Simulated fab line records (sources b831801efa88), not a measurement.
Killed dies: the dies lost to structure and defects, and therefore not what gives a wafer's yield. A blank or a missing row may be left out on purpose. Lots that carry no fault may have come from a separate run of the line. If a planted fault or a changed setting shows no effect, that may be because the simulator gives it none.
Which tool did it? ; flow gf180mcu ; 36 wafers from 12 lots sampled at 6 of the route's 602 steps

## WHAT THE GAUGES SHOWED, per wafer
GF_HV_LDD_CD_MEAS_46 targets a cd of 400 nm.
lot;measured;on;cd-nm (nm)
L462;day 12 08:16;cd-sem-02;396.8 395.4 396.0
L463;day 12 18:14;cd-sem-01;395.2 397.6 397.2
L464;day 12 23:47;cd-sem-02;402.8 403.0 401.5
L465;day 13 06:26;cd-sem-02;400.2 401.8 400.0
L474;day 16 10:33;cd-sem-02;401.0 401.3 398.6
L473;day 16 12:20;cd-sem-02;397.9 396.6 395.9
L478;day 17 20:41;cd-sem-01;400.1 400.3 401.3
L482;day 19 01:52;cd-sem-02;403.5 402.8 404.5
L481;day 19 02:11;cd-sem-02;401.1 401.2 400.7
L483;day 19 10:33;cd-sem-02;400.9 398.1 398.3
L484;day 19 15:25;cd-sem-01;399.2 399.7 399.8
L485;day 20 01:14;cd-sem-02;395.8 397.8 396.2

GF_SALICIDE_RS_MEAS_04: the measuring method here is four-point-probe.
lot;measured;on;SALICIDE_TIN_RS (ohm/sq)
L462;day 14 23:52;film-metro-01;16.5 16.7 16.2
L463;day 15 10:17;film-metro-01;16.3 15.7 16.4
L464;day 15 16:57;film-metro-04;16.1 16.2 16.2
L465;day 15 23:22;film-metro-01;16.6 16.7 16.2
L474;day 19 14:59;film-metro-01;26.6 26.1 27.1 26.7 26.1 27.1
L473;day 19 15:47;film-metro-02;26.2 28.0 27.6 26.1 28.0 27.6
L478;day 21 03:23;film-metro-04;16.7 16.9 16.7
L482;day 22 07:25;film-metro-01;16.1 16.0 16.0
L481;day 22 09:32;film-metro-04;16.4 15.9 16.2
L483;day 22 15:42;film-metro-04;16.5 16.6 16.7
L484;day 22 19:49;film-metro-01;16.6 16.1 16.5
L485;day 23 04:45;film-metro-01;16.3 16.1 15.9

GF_SALICIDE_THK_MEAS_05: measures by xrf.
lot;measured;on;SALICIDE_TIN_THK (nm)
L462;day 14 23:59;film-metro-01;19.96 20.13 19.83
L463;day 15 10:25;film-metro-01;19.97 20.27 20.55
L464;day 15 17:04;film-metro-04;20.18 20.00 19.73
L465;day 15 23:29;film-metro-01;20.05 20.38 20.23
L474;day 19 18:26;film-metro-01;<0.00 <0.00 <0.00 <0.00 <0.00 <0.00
L473;day 19 21:17;film-metro-02;<0.00 <0.00 <0.00 <0.00 <0.00 <0.00
L478;day 21 03:29;film-metro-04;20.15 19.47 19.99
L482;day 22 07:31;film-metro-01;20.24 20.32 20.34
L481;day 22 09:38;film-metro-04;20.64 20.53 20.49
L483;day 22 15:49;film-metro-04;20.56 20.33 20.57
L484;day 22 19:56;film-metro-01;20.23 20.23 20.42
L485;day 23 04:51;film-metro-01;20.77 20.19 20.77

GF_CONTACT_OVL_MEAS_15.
lot;measured;on;CONTACT_OVL (nm)
L462;day 15 22:43;overlay-02;1 5 2
L463;day 16 09:27;overlay-01;-3 7 2
L464;day 16 16:22;overlay-02;-4 4 1
L465;day 16 22:57;overlay-02;-11 -8 -4
L478;day 22 04:34;overlay-01;-4 -6 1
L482;day 23 07:25;overlay-02;13 2 1
L481;day 23 09:37;overlay-01;4 -3 -3
L483;day 23 15:23;overlay-02;2 -5 1
L484;day 23 20:09;overlay-02;-10 -3 -4
L485;day 24 04:34;overlay-01;6 0 3

## TOOL THAT RAN EACH LOT (tool first, then ch and the chambers of the sampled wafers, then the start)
lot;GF_SALICIDE_SPUTTER_03;GF_SALICIDE_RTA_06
L462;pvd-sputter-02, day 14 23:50;rtp-anneal-02 ch 0, day 15 00:03
L463;pvd-sputter-01, day 15 10:16;rtp-anneal-02 ch 0, day 15 10:28
L464;pvd-sputter-01, day 15 16:56;rtp-anneal-01 ch 0, day 15 17:08
L465;pvd-sputter-03, day 15 23:21;rtp-anneal-01 ch 0, day 15 23:33
L474;pvd-sputter-02, day 19 14:53;-
L473;pvd-sputter-01, day 19 15:41;-
L478;pvd-sputter-03, day 21 03:19;rtp-anneal-02 ch 0, day 21 03:33
L482;pvd-sputter-02, day 22 07:22;rtp-anneal-02 ch 0, day 22 07:35
L481;pvd-sputter-01, day 22 09:28;rtp-anneal-02 ch 0, day 22 09:42
L483;pvd-sputter-01, day 22 15:41;rtp-anneal-02 ch 0, day 22 15:53
L484;pvd-sputter-01, day 22 19:47;rtp-anneal-02 ch 0, day 22 20:00
L485;pvd-sputter-01, day 23 04:41;rtp-anneal-01 ch 0, day 23 04:55
- GF_SALICIDE_SPUTTER_03: material TiN, target thk 20 nm, time 16.7 s.
- GF_SALICIDE_RTA_06: time 30 s.

## AS READ BY THE TOOLS THEMSELVES (means over the sampled wafers that have a number; for cases with no such wafer, the mark the record gives instead)
GF_SALICIDE_SPUTTER_03.
lot;tool;cathode-dc-power-W (W);chamber-pressure-pa (Pa);throttle-valve-pct (%)
L462;pvd-sputter-02;6500.2;0.3990;30.4
L463;pvd-sputter-01;6500.4;0.3994;28.8
L464;pvd-sputter-01;6500.6;0.4002;28.8
L465;pvd-sputter-03;6499.9;0.4007;29.8
L474;pvd-sputter-02;-;-;-
L473;pvd-sputter-01;-;-;-
L478;pvd-sputter-03;6499.7;0.3998;29.8
L482;pvd-sputter-02;6499.8;0.4002;30.7
L481;pvd-sputter-01;6499.6;0.4004;28.9
L483;pvd-sputter-01;6500.0;0.3990;30.4
L484;pvd-sputter-01;6499.8;0.3997;29.7
L485;pvd-sputter-01;6501.3;0.3995;29.5

GF_SALICIDE_RTA_06.
lot;tool;lamp-power-pct (%);wafer_temp_C_max
L462;rtp-anneal-02;6.08;532.6
L463;rtp-anneal-02;6.07;532.0
L464;rtp-anneal-01;6.31;533.4
L465;rtp-anneal-01;6.32;532.5
L478;rtp-anneal-02;6.08;533.4
L482;rtp-anneal-02;6.08;533.3
L481;rtp-anneal-02;6.07;532.7
L483;rtp-anneal-02;6.07;533.0
L484;rtp-anneal-02;6.08;532.3
L485;rtp-anneal-01;6.32;532.4

## THE ANSWER, worked out from the rows above alone
Rule: what is usual is taken from the lots themselves. Put in order of their means at a reading, lots are off if they are a third of the lots or fewer, leave a main group of 4 or more, and stand apart from it by a gap of 3 or more times the standard deviation of the main group's means; of several such gaps the widest counts. A main group whose means are all the same, to the digits that the tables above print for the reading, isn't used. A lot without any number at a reading at which 4 lots or more have one is off too. All remaining lots with rows at the step are treated as sound. Order of review: gauges by route order, followed by the tools' own readings, for which a lot's mean as printed above is used. The first step at which some lot is off is used, and at that step the reading that is off furthest; a lot without a number counts as furthest.
Off: L474, L473, seen at GF_SALICIDE_RS_MEAS_04 (SALICIDE_TIN_RS). The main group has a mean of 16.3 ohm/sq with a standard deviation of 0.23.
If a tool, at a process step before that reading, ran all the lots that are off and no sound lot after the first of them, it fits. Not tried: the gauges at GF_SALICIDE_RS_MEAS_04; whatever is off there is also off at GF_SALICIDE_SPUTTER_03, on other tools, and gauge error can't account for it. Not one of the candidates tried fits.

## WHAT THE SIMULATOR PUT IN
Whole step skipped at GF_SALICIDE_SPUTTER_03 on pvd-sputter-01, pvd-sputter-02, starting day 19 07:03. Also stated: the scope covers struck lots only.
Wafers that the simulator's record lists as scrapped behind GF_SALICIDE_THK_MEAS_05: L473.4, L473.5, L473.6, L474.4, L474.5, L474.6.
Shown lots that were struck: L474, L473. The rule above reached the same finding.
